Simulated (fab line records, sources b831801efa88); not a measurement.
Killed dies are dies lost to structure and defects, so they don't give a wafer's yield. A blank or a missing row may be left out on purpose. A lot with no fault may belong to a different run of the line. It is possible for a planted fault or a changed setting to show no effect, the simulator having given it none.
What tool caused it? + flow sky130 + 6 lots, 18 wafers sampled, at 3 steps of a route of 708

## WHAT EACH GAUGE READ, for each wafer
SKY_NWELL_RS_MEAS_29: measures by four-point-probe.
| lot  | measured     | on            | NWELL_RS (ohm/sq) |
|------|--------------|---------------|-------------------|
| L609 | day 6 00:16  | film-metro-04 | 608.3 606.1 606.8 |
| L619 | day 8 18:08  | film-metro-04 | 608.0 608.3 606.7 |
| L621 | day 9 01:40  | film-metro-01 | 624.4 622.7 624.1 |
| L623 | day 9 13:45  | film-metro-04 | 626.9 627.4 628.1 |
| L626 | day 10 06:55 | film-metro-04 | 628.1 625.6 627.0 |
| L629 | day 11 00:52 | film-metro-03 | 627.2 627.1 626.8 |

## WHAT TOOL EACH LOT RAN ON (gives the tool, then ch and the chambers of the sampled wafers, and finally the start)
| lot  | SKY_NWELL_IMPLANT_13            | SKY_NWELL_RTA_28                 |
|------|---------------------------------|----------------------------------|
| L609 | implanter-02 ch 0, day 5 03:17  | rtp-anneal-01 ch 0, day 6 00:10  |
| L619 | implanter-03 ch 0, day 7 18:17  | rtp-anneal-01 ch 0, day 8 18:01  |
| L621 | implanter-04 ch 0, day 8 02:44  | rtp-anneal-02 ch 0, day 9 01:34  |
| L623 | implanter-04 ch 0, day 8 13:44  | rtp-anneal-01 ch 0, day 9 13:39  |
| L626 | implanter-03 ch 0, day 9 07:14  | rtp-anneal-01 ch 0, day 10 06:48 |
| L629 | implanter-03 ch 0, day 10 01:43 | rtp-anneal-01 ch 0, day 11 00:46 |
- SKY_NWELL_IMPLANT_13
- SKY_NWELL_RTA_28: time 30 s.

## THE ANSWER, worked out from the rows above alone
Rule: the usual values come from the lots themselves. The widest of any qualifying gaps counts: lots, ordered by their means at a reading, are off when they make up no more than a third of the lots, leave a main group of 4 or more, and stand apart from it by 3 or more times the standard deviation of that group's means. Not used: any main group whose means are identical at the precision the tables above print for the reading. Also off: a lot with no number at a reading for which 4 or more lots have one. Where the step has rows for the other lots, those lots are counted as sound.
Off: at SKY_NWELL_RS_MEAS_29 (NWELL_RS), L609, L619. The main group has a mean of 626.3 ohm/sq with a standard deviation of 1.5.
A tool fits if, at a process step before that reading, it ran every lot that is off, and no sound lot after the first of them. Gauges at SKY_NWELL_RS_MEAS_29: tried the same way as those tools. Not one of the candidates tried fits.

## WHAT HAD BEEN PUT IN BY THE SIMULATOR
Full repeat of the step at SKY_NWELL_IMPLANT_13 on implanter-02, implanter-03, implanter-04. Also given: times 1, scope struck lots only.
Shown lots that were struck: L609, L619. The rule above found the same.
